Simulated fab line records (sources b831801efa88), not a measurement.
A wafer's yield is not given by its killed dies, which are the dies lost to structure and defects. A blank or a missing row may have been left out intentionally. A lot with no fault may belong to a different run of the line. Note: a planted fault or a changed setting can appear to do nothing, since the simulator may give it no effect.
Chamber matching	flow sky130	4 sister chambers for SKY_VIA1_ETCH_14 on rieDiel-01
The step etches BARC in N2/H2, stops on SiO2, time 45.9 s, target depth 60 nm. 8 wafers are shown with their chamber, then 12 later ones without.

## WAFERS WITH THEIR CHAMBER
wafer	chamber	drypumpMotorCurrentA (A)	oesProductAu (a.u.)
L084.2	3	5.0	0.856
L086.3	0	6.1	0.851
L089.1	0	6.1	0.859
L089.2	2	5.8	0.847
L089.3	1	6.2	0.842
L090.2	2	5.8	0.851
L090.4	3	5.1	0.859
L090.6	1	6.2	0.856

## WAFERS WHOSE CHAMBER IS MISSING
wafer	drypumpMotorCurrentA (A)	oesProductAu (a.u.)
L093.4	5.8	0.857
L093.5	5.8	0.861
L093.6	5.1	0.865
L094.3	6.2	0.855
L094.4	5.1	0.858
L094.5	6.1	0.856
L096.4	5.8	0.864
L096.5	5.8	0.857
L096.6	6.2	0.855
L097.1	6.1	0.854
L097.4	5.0	0.857
L097.5	5.1	0.853

## EACH ONE'S CHAMBER
wafer	from the rows above	in truth
L093.4	2	2
L093.5	2	2
L093.6	3	3
L094.3	can't be placed: 1 or 0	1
L094.4	3	3
L094.5	0	0
L096.4	2	2
L096.5	2	2
L096.6	can't be placed: 1 or 0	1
L097.1	0	0
L097.4	3	3
L097.5	3	3
10 of 12 placed correctly. From these rows, 2 cannot be placed; in 2 the true chamber is one of the candidates. Wrongly placed: 0.
How it was worked out, from the rows above alone: a wafer's distance from a chamber is the root of the sum, over the readings, of the square of ((its reading less the chamber's mean) divided by the reading's scatter). If the next closest chamber is less than 2 further off than the closest, the wafer can't be placed; otherwise it belongs to the closest. For every chamber, the mean is computed from those of its wafers that are shown. The scatter is the square root of a quotient: the sum, over the shown wafers, of each reading's squared deviation from its chamber's mean, divided by wafers minus chambers.
